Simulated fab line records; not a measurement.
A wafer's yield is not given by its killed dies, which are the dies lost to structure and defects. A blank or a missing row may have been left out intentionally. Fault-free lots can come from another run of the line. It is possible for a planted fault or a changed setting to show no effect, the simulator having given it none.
A lot that was struck, set against a sound lot | flow sky130 | 32 steps out of a route of 708
Sound: wafers L300.1, L300.2, L300.5. Wafers L313.2, L313.4, L313.6 were the ones struck. The cause comes at the end.
Each step with rows lists, per side, the tool, then ch with its chambers, then its first start. Under that, the readings that differ: sound wafers | struck wafers | difference of the means | sigmas: that difference in standard deviations of wafers without a fault.
alike: same words and numbers on both sides, and readings whose means sit less than 2 such deviations apart. not compared: any withheld reading, any reading some wafer has no value for, any bound like >300 that may hide the same value, and any number with overlapping values for which the record gives no deviation.
The two part at a step that has a row with sigmas, a row that says differs or no value, or rows on one side only. Numbers that have no deviation but don't overlap get no sigmas and don't part them. Lack of a reading on every wafer of one side parts them only where that side has two or more wafers.

SKY_PWDE_OVL_MEAS_07:
  sound on overlay-01 at day 6 06:28; struck on overlay-01 at day 9 07:13
  alike: PWDE_OVL
next, for these wafers, 1 step has no rows: SKY_PWDE_IMPLANT_08.
SKY_PWDE_STRIP_09: strips in O2/N2.
  sound on plasma asher-01 ch 0,1, day 6 06:39; struck on plasma asher-02 ch 0, day 9 07:24
  alike: drypump motor current A, oes product au, strip time to endpoint s
  not compared: rf hours counter h
SKY_PWDE_TW_MEAS_10:
  sound on film metro-03 at day 6 06:45; struck on film metro-02 at day 9 07:31
  alike: PWDE_TW
then, 7 steps without rows for these wafers: SKY_NWELL_DEHYDRATE_03 (time 60 s); SKY_NWELL_HMDS_04 (prime time 60 s); SKY_NWELL_COAT_05 (resist thk 3000 nm); SKY_NWELL_SOFTBAKE_06; SKY_NWELL_EXPOSE_07 (exposes mask NWM, target cd 840 nm); SKY_NWELL_PEB_08; SKY_NWELL_DEVELOP_09 (develop time 60 s).
SKY_NWELL_OVL_MEAS_10:
  sound on overlay-02 at day 7 02:22; struck on overlay-02 at day 10 05:40
  alike: NWELL_00_OVL
SKY_NWELL_IMPLANT_11:
  sound on implanter-03 ch 0, day 7 02:23; struck on implanter-01 ch 0, day 10 05:44
  reading                   | sound                | struck               | difference | sigmas
  beam energy keV           | 400.02 400.24 400.20 | 378.54 378.76 378.74 | -21.47     | -99 or more
  model.implant.rp nm (nm)  | 524.6 524.6 524.6    | 472.7 472.7 472.7    | -51.9      |
  model.implant.drp nm (nm) | 116.9 116.9 116.9    | 113.5 113.5 113.5    | -3.4       |
  alike: faraday current uA
then, 2 steps without rows for these wafers: SKY_NWELL_IMPLANT_12; SKY_NWELL_IMPLANT_13.
SKY_NWELL_STRIP_14: strips in O2/N2.
  sound on plasma asher-03 ch 0,1, day 7 02:50; struck on plasma asher-03 ch 0,1, day 10 06:09
  alike: drypump motor current A, oes product au, strip time to endpoint s
  not compared: rf hours counter h
SKY_NWELL_TW_MEAS_15:
  sound on film metro-04 at day 7 02:56; struck on film metro-02 at day 10 06:16
  alike: NWELL_TW
then, 7 steps without rows for these wafers: SKY_NWELL_DEHYDRATE_16 (time 60 s); SKY_NWELL_HMDS_17 (prime time 60 s); SKY_NWELL_COAT_18 (resist thk 3000 nm); SKY_NWELL_SOFTBAKE_19; SKY_NWELL_EXPOSE_20 (exposes mask NWM COMPLEMENT, target cd 840 nm); SKY_NWELL_PEB_21; SKY_NWELL_DEVELOP_22 (develop time 60 s).
SKY_NWELL_OVL_MEAS_23:
  sound on overlay-01 at day 7 23:04; struck on overlay-01 at day 11 04:46
  alike: NWELL_01_OVL
next, for these wafers, 1 step has no rows: SKY_NWELL_IMPLANT_24.
SKY_NWELL_STRIP_25: strips in O2/N2.
  sound on plasma asher-04 ch 0,1, day 7 23:15; struck on plasma asher-04 ch 0,1, day 11 04:56
  reading               | sound             | struck            | difference | sigmas
  oes product au (a.u.) | 0.728 0.727 0.726 | 0.713 0.717 0.720 | -0.010     | -2
  alike: drypump motor current A, strip time to endpoint s
  not compared: rf hours counter h
SKY_NWELL_TW_MEAS_26:
  sound on film metro-02 at day 7 23:21; struck on film metro-04 at day 11 05:03
  alike: NWELL_2_TW
then, 1 step without rows for these wafers: SKY_NWELL_CLEAN_27 (cleans in SC1/SC2, time 150 s).
SKY_NWELL_RTA_28: time 30 s.
  sound on rtp anneal-02 ch 0, day 7 23:28; struck on rtp anneal-02 ch 0, day 11 05:11
  alike: lamp power pct, wafer_temp_C_max
SKY_NWELL_RS_MEAS_29: measures by four-point-probe.
  sound on film metro-04 at day 7 23:34; struck on film metro-02 at day 11 05:17
  reading           | sound             | struck            | difference | sigmas
  NWELL_RS (ohm/sq) | 625.8 626.4 628.0 | 630.9 632.0 632.5 | +5.1       | +3
-- the record jumps here: 40 days lie between the struck wafers' starts before and after (it left off in module NWELL and takes up again in module PAD_OPEN, whose first step shown is number 708 of the route) --
SKY_PAD_OPEN_PROBE_99:
  sound on prober-02 at day 48 13:28; struck on prober-01 at day 51 04:19
  reading                                   | sound                   | struck                  | difference | sigmas
  model.etest.res nwell.line ohm um         | 1051 1027 1065          | 1252 1234 1294          | +212       |
  model.etest.res nwell.rs ohm sq           | 894.5 876.3 901         | 1047 1025 1064          | +155       |
  model.etest.tip_p_5v.rs ohm sq            | 2848 2792 2831          | 2922 2906 2907          | +88        |
  model.etest.pfet g5v0d10v5.off log10 a um | -12.36 -12.57 -12.54    | -13.23 -13.18 -13.13    | -0.69      |
  model.etest.pfet_01v8_lvt.off log10 a um  | -8.576 -8.636 -8.558    | -9.295 -9.419 -9.164    | -0.703     |
  model.etest.pfet g5v0d10v5.vt sat v (V)   | -0.6116 -0.6362 -0.6354 | -0.6942 -0.7046 -0.6937 | -0.0698    |
  model.etest.pfet_16v.vt v (V)             | -1.077 -1.079 -1.078    | -1.142 -1.152 -1.136    | -0.065     |
  model.etest.pfet g5v0d10v5.vt v (V)       | -0.8162 -0.8324 -0.8328 | -0.8673 -0.8752 -0.8685 | -0.0432    |
  alike: killed_at_M0_to_M3, killed_at_M4_up, killed at contacts, killed at front end, killed at other, killed dies, killed open, killed short

== WHERE THEY PART ==
First at SKY_NWELL_IMPLANT_11; last, within this record, at SKY_NWELL_RS_MEAS_29. Later steps at which nothing parts them and some readings are alike: SKY_PAD_OPEN_PROBE_99.

WHY: the cause the simulator had injected
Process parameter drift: implanter-01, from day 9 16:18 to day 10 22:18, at SKY_NWELL_IMPLANT_11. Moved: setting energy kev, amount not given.
